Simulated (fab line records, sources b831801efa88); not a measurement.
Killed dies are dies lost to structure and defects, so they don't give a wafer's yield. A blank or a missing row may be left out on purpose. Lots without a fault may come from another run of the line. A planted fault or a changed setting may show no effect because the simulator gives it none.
A struck lot beside a sound one | flow gf180mcu | 16 steps out of a route of 602
Sound: wafers L780.3, L780.4, L780.6. Struck: wafer L793.2. (L793.1, L793.6 of the same lot were not struck and are left out.) The cause comes at the end.
At each step with rows: each side's tool, then ch and its chambers, then its first start. Under that, the readings that differ: sound wafers | struck wafers | difference of the means | sigmas: that difference in standard deviations of wafers without a fault.
alike: readings whose means differ by less than 2 such deviations, and words and numbers that are the same on both sides. not compared: withheld readings, readings that some wafer has no value for, bounds like >300 that may hide the same value, and numbers for which the record gives no deviation and whose values overlap.
The two part at a step that has a row with sigmas, a row that says differs or no value, or rows on one side only. Numbers that don't overlap but have no deviation are shown without sigmas and don't part them. A reading that every wafer of one side lacks parts them only if that side has two wafers or more.

first, 4 steps without rows for these wafers: GF_M3_SOFTBAKE_10 (time 60 s); GF_M3_EXPOSE_11 (exposes mask Metal3, target cd 280 nm); GF_M3_PEB_12 (peb time 90 s); GF_M3_DEVELOP_13 (develop time 60 s).
GF_M3_CD_MEAS_14: target cd 280 nm.
  sound on cd_sem-01, day 23 06:30; struck on cd_sem-02, day 27 10:31
  alike: cd_nm
GF_M3_OVL_MEAS_15:
  sound on overlay-02, day 23 06:35; struck on overlay-02, day 27 10:38
  alike: M3_OVL
GF_M3_METAL_ETCH_16: etches the open film in Cl2/BCl3, stops on SiO2, target depth 627.5 nm, time 104.6 s.
  sound on rie_metal-01 ch 0,1, day 23 06:40; struck on rie_metal-04 ch 0, day 27 10:40
  reading                | sound | struck | difference                   | sigmas
  rf_hours_counter_h (h) | - - - | 6      | no value on the sound wafers |
  alike: drypump_motor_current_A, oes_product_au, throttle_valve_pct
GF_M3_STRIP_17: strips in O2/N2.
  sound on plasma_asher-04 ch 0,1, day 23 06:46; struck on plasma_asher-02 ch 1, day 27 10:47
  reading                | sound | struck | difference                   | sigmas
  rf_hours_counter_h (h) | - - - | 21     | no value on the sound wafers |
  alike: drypump_motor_current_A, heater_power_w, oes_product_au, strip_time_to_endpoint_s
then, 3 steps without rows for these wafers: GF_M3_STRIP_18 (strips in post etch residue remover, time 1200 s); GF_M3_CLEAN_19 (cleans in DIW); GF_V3_CVD_00 (deposits SiO2, target thk 600 nm, time 100 s).
GF_V3_THK_MEAS_01:
  sound on film_metro-04, day 23 07:26; struck on film_metro-01, day 27 11:23
  alike: V3_CVD_00_THK
GF_V3_CVD_02: deposits SiO2 from TEOS, target thk 850 nm, time 94.851 s.
  sound on pecvd-02 ch 0,2, day 23 07:29; struck on pecvd-03 ch 2, day 27 11:27
  reading                             | sound             | struck | difference | sigmas
  model.SiO2_of_V3_CVD_02.thk_nm (nm) | 839.1 846.4 849.9 | 877.7  | +32.6      |
  alike: heater_power_w, susceptor_temp_C
GF_V3_THK_MEAS_03:
  sound on film_metro-02, day 23 07:34; struck on film_metro-02, day 27 11:46
  reading            | sound       | struck | difference | sigmas
  V3_CVD_02_THK (nm) | 839 847 850 | 877    | +32        | +3
  not compared: hold
GF_V3_CMP_04: polishes SiO2.
  sound on cmp-02 ch 1,2, day 23 07:37; struck on cmp-01 ch 1, day 27 16:46
  reading                | sound        | struck                   | difference                   | sigmas
  hold                   | - - -        | await_dispo/4.7h/release | no value on the sound wafers |
  motor_current_A (A)    | 13.1 9.9 9.7 | 13.2                     | +2.3                         | +2
  time_to_endpoint_s (s) | 75 76 77     | 90                       | +14                          | +3
-- the record jumps here: 6 days lie between the struck wafers' starts before and after (it left off in module V3 and takes up again in module PASSIVATION, whose first step shown is number 602 of the route) --
GF_PASSIVATION_PROBE_99:
  the record has rows for the struck wafers here (prober-02, day 34 00:01) and none for the sound ones

WHERE THEY PART
First at GF_M3_METAL_ETCH_16; last, within this record, at GF_PASSIVATION_PROBE_99.

WHY: what the simulator had put in
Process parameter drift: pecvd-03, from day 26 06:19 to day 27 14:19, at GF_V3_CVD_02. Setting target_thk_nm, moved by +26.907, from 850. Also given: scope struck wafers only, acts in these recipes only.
